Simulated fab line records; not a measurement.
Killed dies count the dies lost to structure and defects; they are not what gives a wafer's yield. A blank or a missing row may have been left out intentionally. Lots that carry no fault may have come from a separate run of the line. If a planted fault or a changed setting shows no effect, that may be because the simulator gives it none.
fab line records    flow gf180mcu
[record] lots = 5  wafers = 23
route steps=602 shown STI@8 DNWELL@35 NWELL@45 MVPSD@87 VT_IMPLANT@94
start-h: hours from the record's opening day to when the first of the lot's shown wafers began    wait-h: how many hours have passed since the lot's step before this one    " repeats the value in the row above    L1.1+2: one row covering several wafers at once    - either no value or no given start    * or withheld: withheld    < > ~ a bound
route shown NAME@n: NAME is a module with steps in the file, n the number in the route of the first one    usual: the fault-free wafers' mean and standard deviation    same: alike in all rows    chamber/n: place in a boat    sites: per-site readings    _std_site: standard deviation of those values    _edge_site: mean of outer sites minus mean of inner sites    radius-mm: for every site, how far away it sits from the centre of the wafer    mask NAME#n: copy n    behind: the most recent tool/chamber to have shaped the wafer    hold: why the lot was held/for how many hours/how that ended    device: whichever transistor did not switch (one of n, p or np)    end of line: tests of these same wafers at the route's end    a step with no rows: only its recipe    killed: count of dies lost to structure and defects at first sort (not the wafer's yield)    map: a wafer's dies, x killed, . not, _ none there
set.NAME: the run value of the setting; set.NAME@STEP: its run value at that earlier step    model.NAME: the simulator's own value behind a step, which no gauge read
one table per step and one row per wafer, for lots whose settings were changed on purpose
[[steps]]
[step GF_STI_COAT_07]
[recipe] resist = KrF  spin-rpm = withheld  resist-thk-nm = 700
lot.wafer  tool            chamber  start-h  wait-h  set.resist-thk-nm  model.KrF_of_STI_COAT_07.thk-nm
L076.1     litho-track-02  0        30.28    0.1     715.8              715.3
L076.3     "               0        "        "       700                696.3
L076.4     "               0        "        "       715.8              716.4
L076.5     "               0        "        "       700                698.1
L076.6     "               0        "        "       700                700.3
L077.1     litho-track-01  0        34.28    0.1     741.2              736.8
L077.3     "               0        "        "       741.2              738
L077.4     "               0        "        "       741.2              737
L077.5     "               0        "        "       700                697.2
L077.6     "               0        "        "       700                695.7
L079.1     litho-track-04  0        43.82    0.1     666.2              673.4
L079.2+5   "               0        "        "       666.2              671.9
L079.3     "               0        "        "       700                705.5
L079.4     "               0        "        "       700                707.4
L080.1     litho-track-02  0        49.57    0.1     683.3              687.2
L080.2     "               0        "        "       700                703.1
L080.4     "               0        "        "       700                702.4
L080.5     "               0        "        "       683.3              687.5
L080.6     "               0        "        "       683.3              686.1
L082.2+5   litho-track-04  0        60.74    0.1     700                702.1
L082.6     "               0        "        "       700                701.5
[step GF_STI_SOFTBAKE_08]
[recipe] temp-c = 130  time-s = 60  resist = KrF
[step GF_STI_EXPOSE_09]
[recipe] mask-id = COMP  target-cd-nm = 220  na = 0.68  source-shape = conventional  sigma-outer = 0.6  dose-mj = 28
[step GF_STI_DEVELOP_11]
[recipe] develop-time-s = 60  dev-temp-c = 21
[step GF_STI_ETCH_13]
[recipe] chemistry = CHF3/O2  stop-on = Si  over-etch-frac = 0.3  target-depth-a = 2823.1  source-w = 600  bias-w = 200  pressure-mtorr = 40  chf3-flow-sccm = 50  O2_flow_sccm = 5  time-s = 112.9
lot.wafer  tool         chamber  start-h  wait-h  set.resist-thk-nm@STI_COAT_07  model.KrF_of_STI_COAT_07.thk-nm
L076.1     rie-diel-03  1        36.04    0.1     715.8                          455.8
L076.3     "            3        "        "       700                            434.1
L076.4     "            0        "        "       715.8                          458.2
L076.5     "            3        "        "       700                            437.4
L076.6     "            2        "        "       700                            439.2
L077.1     rie-diel-02  1        40.10    0.1     741.2                          483.9
L077.3     "            0        "        "       741.2                          480.9
L077.4     "            0        "        "       741.2                          480.7
L077.5     "            3        "        "       700                            441.3
L077.6     "            1        "        "       700                            440.5
L079.1     rie-diel-03  2        50.34    0.1     666.2                          408.2
L079.2     "            3        "        "       666.2                          409
L079.3     "            1        "        "       700                            444.1
L079.4     "            0        "        "       700                            447
L079.5     "            2        "        "       666.2                          409.6
L080.1     rie-diel-03  3        56.14    0.1     683.3                          424.2
L080.2     "            0        "        "       700                            441.9
L080.4     "            2        "        "       700                            439.9
L080.5     "            1        "        "       683.3                          426
L080.6     "            0        "        "       683.3                          425.6
L082.2     rie-diel-04  1        67.29    0.1     700                            447.8
L082.5     "            1        "        "       700                            448.3
L082.6     "            0        "        "       700                            444.7
[step GF_STI_ETCH_14]
[recipe] target = Si  chemistry = HBr/Cl2/O2  target-depth-nm = 360  icp-w = 600  bias-w = 150  pressure-mtorr = 15  HBr_flow_sccm = 150  Cl2_flow_sccm = 40  O2_flow_sccm = 6  time-s = 102.9
lot.wafer  tool       chamber  start-h  wait-h  set.time-s  set.resist-thk-nm@STI_COAT_07  model.STI.feature-depth-nm  model.KrF_of_STI_COAT_07.thk-nm
L076.1     rie-si-01  2        36.12    0.0     102.9       715.8                          359.4                       336
L076.3     "          3        "        "       88.67       700                            315.3                       329
L076.4     "          3        "        "       102.9       715.8                          368.1                       335.5
L076.5     "          1        "        "       88.67       700                            305.3                       335.6
L076.6     "          2        "        "       102.9       700                            360.5                       319.1
L077.1     rie-si-01  0        40.18    0.0     102.9       741.2                          356.4                       365.1
L077.3     "          1        "        "       102.9       741.2                          356                         362.3
L077.4     "          2        "        "       118         741.2                          412.9                       343.1
L077.5     "          3        "        "       118         700                            422                         300.7
L077.6     "          2        "        "       118         700                            410.1                       303.8
L079.1     rie-si-02  3        50.42    0.0     102.9       666.2                          360.3                       288.1
L079.2     "          1        "        "       102.9       666.2                          362.9                       288
L079.3     "          0        "        "       102.9       700                            359.1                       324.4
L079.4     "          2        "        "       102.9       700                            353.6                       329.2
L079.5     "          0        "        "       102.9       666.2                          359                         290
L080.1     rie-si-02  1        56.22    0.0     102.9       683.3                          363.4                       303
L080.2     "          3        "        "       102.9       700                            360.7                       321.7
L080.4     "          0        "        "       96.43       700                            335.8                       328
L080.5     "          0        "        "       102.9       683.3                          359.5                       306.2
L080.6     "          1        "        "       96.43       683.3                          338.9                       312.6
L082.2     rie-si-02  2        67.37    0.0     102.9       700                            351.6                       330.6
L082.5     "          2        "        "       102.9       700                            350.9                       331.3
L082.6     "          1        "        "       102.9       700                            356.1                       326
[step GF_STI_STRIP_15]
[recipe] chemistry = O2/N2  power-w = 1400  pressure-mtorr = 1500  platen-temp-c = 250  o2-flow-sccm = 3000  n2-flow-sccm = 300  overash-fraction = 0.5
[usual] strip-time-to-endpoint-s = 3.75/0.044
lot.wafer  tool             chamber  start-h  wait-h  set.resist-thk-nm@STI_COAT_07  set.time-s@STI_ETCH_14  strip-time-to-endpoint-s
L076.1     plasma-asher-03  1        36.19    0.0     715.8                          102.9                   3.89
L076.3     "                1        "        "       700                            88.67                   3.82
L076.4     "                0        "        "       715.8                          102.9                   3.91
L076.5     "                1        "        "       700                            88.67                   3.89
L076.6     "                0        "        "       700                            102.9                   3.72
L077.1     plasma-asher-01  0        40.26    0.0     741.2                          102.9                   4.21
L077.3     "                1        "        "       741.2                          102.9                   4.18
L077.4     "                0        "        "       741.2                          118                     3.98
L077.5     "                1        "        "       700                            118                     3.51
L077.6     "                0        "        "       700                            118                     3.56
L079.1     plasma-asher-04  1        50.50    0.0     666.2                          102.9                   3.42
L079.2     "                0        "        "       666.2                          102.9                   3.38
L079.3     "                0        "        "       700                            102.9                   3.77
L079.4     "                1        "        "       700                            102.9                   3.83
L079.5     "                0        "        "       666.2                          102.9                   3.41
L080.1     plasma-asher-03  1        56.29    0.0     683.3                          102.9                   3.57
L080.2     "                0        "        "       700                            102.9                   3.73
L080.4     "                1        "        "       700                            96.43                   3.82
L080.5     "                1        "        "       683.3                          102.9                   3.58
L080.6     "                0        "        "       683.3                          96.43                   3.64
L082.2     plasma-asher-01  0        67.45    0.0     700                            102.9                   3.85
L082.5     "                0        "        "       700                            102.9                   3.85
L082.6     "                1        "        "       700                            102.9                   3.80
[step GF_STI_CVD_23]
[recipe] material = SiO2  target-thk-nm = 650  sigma-open-frac = 0.3  time-s = 108.3  temp-c = 600  sih4-flow-sccm = 60  pressure-mtorr = 6
lot.wafer  tool       chamber  start-h  wait-h  set.sih4-flow-sccm  model.SiO2_of_STI_CVD_23.thk-nm
L076.1     hdpcvd-01  1        37.86    0.1     60                  661.1
L076.3     "          2        "        "       60                  659
L076.4     "          2        "        "       63.85               699.6
L076.5     "          1        "        "       63.85               700.3
L076.6     "          0        "        "       63.85               697.9
L077.1     hdpcvd-02  1        42.49    0.1     68.82               747
L077.3     "          0        "        "       60                  651
L077.4     "          0        "        "       60                  656.3
L077.5     "          2        "        "       68.82               742.3
L077.6     "          1        "        "       60                  654.5
L079.1     hdpcvd-01  2        52.24    0.1     67.7                732
L079.2     "          1        "        "       60                  651.4
L079.3     "          0        "        "       60                  651.6
L079.4     "          0        "        "       67.7                737.5
L079.5     "          1        "        "       67.7                731.8
L080.1     hdpcvd-02  2        58.08    0.1     60                  654.1
L080.2     "          1        "        "       60                  650.2
L080.4     "          1        "        "       60                  647.6
L080.5     "          2        "        "       64.64               710.4
L080.6     "          0        "        "       64.64               703
L082.2     hdpcvd-02  2        69.09    0.0     60                  650.1
L082.5     "          0        "        "       60                  658.3
L082.6     "          2        "        "       60                  652.8
[step GF_STI_THK_MEAS_24]
[recipe] reads = SiO2_of_STI_CVD_23
[usual] STI_CVD_23_THK = 652/5.2
lot.wafer  tool           chamber  start-h  wait-h  set.sih4-flow-sccm@STI_CVD_23  STI_CVD_23_THK[nm]
L076.1     film-metro-03  -        37.94    0.0     60                             661
L076.3     "              -        "        "       60                             659
L076.4     "              -        "        "       63.85                          700
L076.5     "              -        "        "       63.85                          700
L076.6     "              -        "        "       63.85                          698
L077.1     film-metro-02  -        42.56    0.0     68.82                          747
L077.3     "              -        "        "       60                             651
L077.4     "              -        "        "       60                             656
L077.5     "              -        "        "       68.82                          742
L077.6     "              -        "        "       60                             655
L079.1     film-metro-02  -        52.32    0.0     67.7                           732
L079.2     "              -        "        "       60                             651
L079.3     "              -        "        "       60                             651
L079.4     "              -        "        "       67.7                           737
L079.5     "              -        "        "       67.7                           731
L080.1     film-metro-02  -        58.15    0.0     60                             654
L080.2     "              -        "        "       60                             650
L080.4     "              -        "        "       60                             647
L080.5     "              -        "        "       64.64                          710
L080.6     "              -        "        "       64.64                          704
L082.2     film-metro-01  -        69.18    0.0     60                             650
L082.5     "              -        "        "       60                             659
L082.6     "              -        "        "       60                             652
[step GF_DNWELL_SOFTBAKE_03]
[recipe] temp-c = 110  time-s = withheld
lot.wafer       tool            chamber  start-h  wait-h  set.temp-c
L076.1+5        litho-track-03  0        46.23    0.1     111.3
L076.3+4+6      "               0        "        "       110
L077.1+4        litho-track-04  0        53.52    0.1     110
L077.3+5+6      "               0        "        "       111.5
L079.1+2+3+4+5  litho-track-01  0        60.93    0.1     110
L080.1+4        litho-track-04  0        67.22    0.1     107
L080.2+5+6      "               0        "        "       110
L082.2+5+6      litho-track-01  0        79.67    0.1     110
[step GF_DNWELL_EXPOSE_04]
[recipe] mask-id = DNWELL  target-cd-nm = 1700  na = 0.6  source-shape = conventional  sigma-outer = 0.6  dose-mj = 260
[step GF_DNWELL_PEB_05]
[recipe] temp-c = 115  time-s = withheld
[step GF_DNWELL_DEVELOP_06]
[recipe] wall-angle-deg = 90  develop-time-s = 60  dev-temp-c = 23
[step GF_DNWELL_IMPLANT_07]
[recipe] species = P  energy-kev = 1500  dose-cm2 = 9.847e+12  tilt-deg = 0
[step GF_DNWELL_STRIP_08]
[recipe] chemistry = O2/N2  power-w = 1400  pressure-mtorr = 1500  platen-temp-c = 250  o2-flow-sccm = 3000  n2-flow-sccm = 300  overash-fraction = 0.5
[usual] strip-time-to-endpoint-s = 37.04/0.11
lot.wafer  tool             chamber  start-h  wait-h  set.temp-c@DNWELL_SOFTBAKE_03  strip-time-to-endpoint-s
L076.1     plasma-asher-02  0        52.78    0.1     111.3                          36.99
L076.3     "                1        "        "       110                            37.13
L076.4     "                0        "        "       110                            37.07
L076.5     "                1        "        "       111.3                          37.07
L076.6     "                0        "        "       110                            37.19
L077.1     plasma-asher-02  0        60.03    0.1     110                            37.02
L077.3     "                1        "        "       111.5                          36.79
L077.4     "                0        "        "       110                            37.05
L077.5     "                1        "        "       111.5                          36.80
L077.6     "                0        "        "       111.5                          36.81
L079.1     plasma-asher-04  0        67.63    0.1     110                            37.08
L079.2     "                1        "        "       110                            37.02
L079.3     "                0        "        "       110                            37.07
L079.4     "                1        "        "       110                            37.09
L079.5     "                1        "        "       110                            36.97
L080.1     plasma-asher-02  1        73.87    0.1     107                            37.35
L080.2     "                0        "        "       110                            37.04
L080.4     "                0        "        "       107                            37.39
L080.5     "                1        "        "       110                            37.10
L080.6     "                0        "        "       110                            37.02
L082.2     plasma-asher-01  1        86.67    0.1     110                            36.98
L082.5     "                1        "        "       110                            36.98
L082.6     "                0        "        "       110                            36.94
[step GF_NWELL_SOFTBAKE_03]
[recipe] temp-c = 110  time-s = withheld
lot.wafer   tool            chamber  start-h  wait-h  set.temp-c
L076.1+6    litho-track-03  0        58.88    0.1     113.6
L076.3+4+5  "               0        "        "       110
L077.1+6    litho-track-01  0        66.43    0.1     110
L077.3+4+5  "               0        "        "       112.3
L079.1+2    litho-track-03  0        74.18    0.1     113
L079.3+4+5  "               0        "        "       110
L080.1+5    litho-track-01  0        80.88    0.1     113.5
L080.2+4+6  "               0        "        "       110
L082.2+5+6  litho-track-03  0        93.56    0.1     110
[step GF_NWELL_IMPLANT_09]
[recipe] species = P  energy-kev = 160  dose-cm2 = 4e+12  tilt-deg = 0
lot.wafer       tool          chamber  start-h  wait-h  set.dose-cm2
L076.1+3+4      implanter-03  0        65.77    0.1     4e+12
L076.5+6        "             0        "        "       3.357e+12
L077.1+3+4+5+6  implanter-04  0        73.06    0.1     4e+12
L079.1+3+4      implanter-04  0        81.46    0.1     3.704e+12
L079.2+5        "             0        "        "       4e+12
L080.1+2+6      implanter-02  0        87.51    0.1     3.769e+12
L080.4+5        "             0        "        "       4e+12
L082.2+5+6      implanter-02  0        101.24   0.1     4e+12
[step GF_NWELL_STRIP_10]
[recipe] chemistry = O2/N2  power-w = 1400  pressure-mtorr = 1500  platen-temp-c = 250  o2-flow-sccm = 3000  n2-flow-sccm = 300  overash-fraction = 0.5
[usual] strip-time-to-endpoint-s = 37.01/0.088
lot.wafer  tool             chamber  start-h  wait-h  set.temp-c@NWELL_SOFTBAKE_03  strip-time-to-endpoint-s
L076.1     plasma-asher-01  0        65.92    0.1     113.6                         36.80
L076.3     "                0        "        "       110                           37.07
L076.4     "                1        "        "       110                           37.10
L076.5     "                0        "        "       110                           37.19
L076.6     "                1        "        "       113.6                         36.77
L077.1     plasma-asher-02  0        73.21    0.1     110                           37.03
L077.3     "                0        "        "       112.3                         36.70
L077.4     "                1        "        "       112.3                         36.81
L077.5     "                1        "        "       112.3                         36.81
L077.6     "                0        "        "       110                           36.96
L079.1     plasma-asher-01  0        81.61    0.1     113                           36.78
L079.2     "                1        "        "       113                           36.78
L079.3     "                1        "        "       110                           37.01
L079.4     "                0        "        "       110                           37.08
L079.5     "                1        "        "       110                           37.01
L080.1     plasma-asher-01  0        87.66    0.1     113.5                         36.62
L080.2     "                1        "        "       110                           36.93
L080.4     "                0        "        "       110                           36.85
L080.5     "                0        "        "       113.5                         36.61
L080.6     "                1        "        "       110                           37.06
L082.2     plasma-asher-03  0        101.37   0.1     110                           36.99
L082.5     "                1        "        "       110                           36.98
L082.6     "                0        "        "       110                           36.85
[step GF_MVPSD_IMPLANT_09]
[recipe] species = B  energy-kev = 40  dose-cm2 = 5e+12  tilt-deg = 0
lot.wafer   tool          chamber  start-h  wait-h  set.dose-cm2
L076.1+3    implanter-01  0        105.72   0.1     5e+12
L076.4+5+6  "             0        "        "       5.18e+12
L077.1+4+5  implanter-01  0        116.27   0.1     5e+12
L077.3+6    "             0        "        "       4.673e+12
L079.1+2+4  implanter-03  0        125.97   0.1     5e+12
L079.3+5    "             0        "        "       5.272e+12
L080.1+4+5  implanter-02  0        132.87   0.1     4.667e+12
L080.2+6    "             0        "        "       5e+12
L082.2+5+6  implanter-01  0        148.29   0.1     5e+12
[step GF_VT_IMPLANT_EXPOSE_04]
[recipe] mask-id = LVPWELL_LV_AREA  target-cd-nm = 600  na = 0.6  source-shape = conventional  sigma-outer = 0.6  dose-mj = 140
lot.wafer       tool              chamber  start-h  wait-h  mask               set.dose-mj
L076.1+4        iline-stepper-02  0        -        -       LVPWELL_LV_AREA#0  145.3
L076.3+5+6      "                 0        "        "       LVPWELL_LV_AREA#0  140
L077.1+4+6      iline-stepper-01  0        -        -       LVPWELL_LV_AREA#0  140
L077.3+5        "                 0        "        "       LVPWELL_LV_AREA#0  145.3
L079.1+2+5      iline-stepper-01  0        -        -       LVPWELL_LV_AREA#0  140
L079.3+4        "                 0        "        "       LVPWELL_LV_AREA#0  145.9
L080.1+2+4+5+6  iline-stepper-02  0        -        -       LVPWELL_LV_AREA#0  140
L082.2+5+6      iline-stepper-01  0        -        -       LVPWELL_LV_AREA#0  140
[step GF_VT_IMPLANT_PEB_05]
[recipe] temp-c = withheld  time-s = *  resist = NOVOLAK
[step GF_VT_IMPLANT_DEVELOP_06]
[recipe] develop-time-s = 60  dev-temp-c = 22.16
lot.wafer  tool            chamber  start-h  wait-h  set.dose-mj@VT_IMPLANT_EXPOSE_04  model.VT_IMPLANT.cd-nm
L076.1     litho-track-01  0        120.98   0.1     145.3                             617.7
L076.3     "               0        "        "       140                               608.9
L076.4     "               0        "        "       145.3                             616.7
L076.5     "               0        "        "       140                               608.8
L076.6     "               0        "        "       140                               608.5
L077.1     litho-track-02  0        131.72   0.1     140                               601.9
L077.3     "               0        "        "       145.3                             606.4
L077.4     "               0        "        "       140                               599
L077.5     "               0        "        "       145.3                             609.7
L077.6     "               0        "        "       140                               602.3
L079.1     litho-track-02  0        141.67   0.1     140                               604.4
L079.2     "               0        "        "       140                               604.2
L079.3     "               0        "        "       145.9                             616
L079.4     "               0        "        "       145.9                             614.7
L079.5     "               0        "        "       140                               605.2
L080.1+4   litho-track-02  0        148.17   0.1     140                               603.8
L080.2     "               0        "        "       140                               604.5
L080.5     "               0        "        "       140                               603.4
L080.6     "               0        "        "       140                               604.7
L082.2     litho-track-03  0        164.96   0.1     140                               604
L082.5     "               0        "        "       140                               605.5
L082.6     "               0        "        "       140                               603.9
[step GF_VT_IMPLANT_COAT_13]
[recipe] resist = NOVOLAK  spin-rpm = 3000  resist-thk-nm = 1000
lot.wafer  tool            chamber  start-h  wait-h  set.spin-rpm  model.NOVOLAK_of_VT_IMPLANT_COAT_13.thk-nm
L076.1+4   litho-track-02  0        129.07   0.1     2872          1023
L076.3     "               0        "        "       2872          1022
L076.5     "               0        "        "       3000          1000
L076.6     "               0        "        "       3000          998.7
L077.1     litho-track-01  0        139.63   0.1     3000          1007
L077.3     "               0        "        "       3000          1006
L077.4     "               0        "        "       2776          1047
L077.5     "               0        "        "       2776          1044
L077.6     "               0        "        "       2776          1048
L079.1     litho-track-01  0        149.43   0.1     3000          1006
L079.2+4   "               0        "        "       2923          1018
L079.3     "               0        "        "       3000          1009
L079.5     "               0        "        "       3000          1005
L080.1     litho-track-01  0        156.13   0.1     2814          1035
L080.2     "               0        "        "       3000          999.1
L080.4     "               0        "        "       2814          1034
L080.5     "               0        "        "       3000          1003
L080.6     "               0        "        "       3000          1002
L082.2     litho-track-01  0        173.66   0.1     3000          1009
L082.5     "               0        "        "       3000          1007
L082.6     "               0        "        "       3000          1006
[step GF_VT_IMPLANT_DEVELOP_17]
[recipe] develop-time-s = 60  dev-temp-c = 23
lot.wafer       tool            chamber  start-h  wait-h  set.develop-time-s
L076.1+3+4+5+6  litho-track-02  0        136.37   0.1     60
L077.1+3+6      litho-track-01  0        147.58   0.1     64.98
L077.4+5        "               0        "        "       60
L079.1+4+5      litho-track-03  0        157.78   0.1     60
L079.2+3        "               0        "        "       55.95
L080.1+2+4+5+6  litho-track-03  0        165.23   0.1     60
L082.2+5+6      litho-track-02  0        182.60   0.1     60
[step GF_VT_IMPLANT_IMPLANT_19]
[recipe] species = As  energy-kev = 100  dose-cm2 = 4.35e+12  tilt-deg = 7
[step GF_VT_IMPLANT_STRIP_20]
[recipe] chemistry = O2/N2  power-w = 1400  pressure-mtorr = 1500  platen-temp-c = 250  o2-flow-sccm = 3000  n2-flow-sccm = 300  overash-fraction = 0.5
[usual] strip-time-to-endpoint-s = 12.66/0.04
lot.wafer  tool             chamber  start-h  wait-h  set.spin-rpm@VT_IMPLANT_COAT_13  strip-time-to-endpoint-s
L076.1     plasma-asher-03  0        136.71   0.1     2872                             12.82
L076.3     "                1        "        "       2872                             12.79
L076.4     "                0        "        "       2872                             12.81
L076.5     "                1        "        "       3000                             12.63
L076.6     "                0        "        "       3000                             12.61
L077.1     plasma-asher-02  1        147.92   0.1     3000                             12.70
L077.3     "                0        "        "       3000                             12.71
L077.4     "                1        "        "       2776                             13.13
L077.5     "                0        "        "       2776                             13.09
L077.6     "                1        "        "       2776                             13.11
L079.1     plasma-asher-03  1        158.12   0.1     3000                             12.70
L079.2     "                0        "        "       2923                             12.76
L079.3     "                0        "        "       3000                             12.73
L079.4     "                1        "        "       2923                             12.78
L079.5     "                1        "        "       3000                             12.68
L080.1     plasma-asher-01  1        165.57   0.1     2814                             12.96
L080.2     "                0        "        "       3000                             12.63
L080.4     "                1        "        "       2814                             12.96
L080.5     "                1        "        "       3000                             12.64
L080.6     "                0        "        "       3000                             12.66
L082.2     plasma-asher-03  0        182.91   0.1     3000                             12.74
L082.5     "                0        "        "       3000                             12.72
L082.6     "                1        "        "       3000                             12.71
[step GF_VT_IMPLANT_IMPLANT_30]
[recipe] species = B  energy-kev = 25  dose-cm2 = 2.534e+12  tilt-deg = 7
lot.wafer       tool          chamber  start-h  wait-h  set.energy-kev  model.implant.rp-nm  model.implant.drp-nm
L076.1+6        implanter-03  0        152.21   0.0     22.98           75.67                32.3
L076.3+4+5      "             0        "        "       25              82.24                35.62
L077.1+6        implanter-04  0        164.47   0.0     25              84.25                35.62
L077.3+4+5      "             0        "        "       26.57           89.46                38.22
L079.1+2+3+4+5  implanter-04  0        175.01   0.0     25              86.05                35.62
L080.1+5        implanter-02  0        182.82   0.0     25              82.25                35.62
L080.2+4+6      "             0        "        "       23.9            78.67                33.79
L082.2+5+6      implanter-02  0        200.89   0.0     25              82.55                35.62
[[key]]
[split] step = GF_STI_COAT_07  setting = resist-thk-nm  stated = 700  by = wafer
[response] step = GF_STI_COAT_07  reading = model.KrF_of_STI_COAT_07.thk-nm  change = +7.01  per = 1%  r = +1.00
[response] step = GF_STI_ETCH_13  reading = model.KrF_of_STI_COAT_07.thk-nm  change = +7.28  per = 1%  r = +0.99
[response] step = GF_STI_ETCH_14  reading = model.KrF_of_STI_COAT_07.thk-nm  change = +8.21  per = 1%  r = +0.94
[response] step = GF_STI_STRIP_15  reading = strip-time-to-endpoint-s  change = *  per = 1%  r = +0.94
[split] step = GF_STI_ETCH_14  setting = time-s  stated = 102.9  by = wafer
[response] step = GF_STI_ETCH_14  reading = model.STI.feature-depth-nm  change = +3.89  per = 1%  r = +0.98
[response] step = GF_STI_ETCH_14  reading = model.KrF_of_STI_COAT_07.thk-nm  slope = -1.11  per = 1%  together-with = resist-thk-nm@STI_COAT_07  explained = 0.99
[response] step = GF_STI_STRIP_15  reading = strip-time-to-endpoint-s  slope = *  per = 1%  together-with = resist-thk-nm@STI_COAT_07  explained = 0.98
[split] step = GF_STI_CVD_23  setting = sih4-flow-sccm  stated = 60  by = wafer
[response] step = GF_STI_CVD_23  reading = model.SiO2_of_STI_CVD_23.thk-nm  change = +6.38  per = 1%  r = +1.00
[response] step = GF_STI_THK_MEAS_24  reading = STI_CVD_23_THK  change = +6.4  per = 1%  r = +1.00
[split] step = GF_DNWELL_SOFTBAKE_03  setting = temp-c  stated = 110  by = wafer
[response] step = GF_DNWELL_STRIP_08  reading = strip-time-to-endpoint-s  change = *  per = 1%  r = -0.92
[split] step = GF_NWELL_SOFTBAKE_03  setting = temp-c  stated = 110  by = wafer
[response] step = GF_NWELL_STRIP_10  reading = strip-time-to-endpoint-s  change = *  per = 1%  r = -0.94
[split] step = GF_NWELL_IMPLANT_09  setting = dose-cm2  stated = 4e+12  by = wafer
response none clear
[split] step = GF_MVPSD_IMPLANT_09  setting = dose-cm2  stated = 5e+12  by = wafer
response none in this file
[split] step = GF_VT_IMPLANT_EXPOSE_04  setting = dose-mj  stated = 140  by = wafer
[response] step = GF_VT_IMPLANT_DEVELOP_06  reading = model.VT_IMPLANT.cd-nm  change = +2.24  per = 1%  r = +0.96
[split] step = GF_VT_IMPLANT_COAT_13  setting = spin-rpm  stated = 3000  by = wafer
[response] step = GF_VT_IMPLANT_COAT_13  reading = model.NOVOLAK_of_VT_IMPLANT_COAT_13.thk-nm  change = -5.26  per = 1%  r = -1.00
[response] step = GF_VT_IMPLANT_STRIP_20  reading = strip-time-to-endpoint-s  change = *  per = 1%  r = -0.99
[split] step = GF_VT_IMPLANT_DEVELOP_17  setting = develop-time-s  stated = 60  by = wafer
response none clear
[split] step = GF_VT_IMPLANT_IMPLANT_30  setting = energy-kev  stated = 25  by = wafer
[response] step = GF_VT_IMPLANT_IMPLANT_30  reading = model.implant.rp-nm  change = +0.818  per = 1%  r = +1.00
[response] step = GF_VT_IMPLANT_IMPLANT_30  reading = model.implant.drp-nm  change = +0.412  per = 1%  r = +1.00
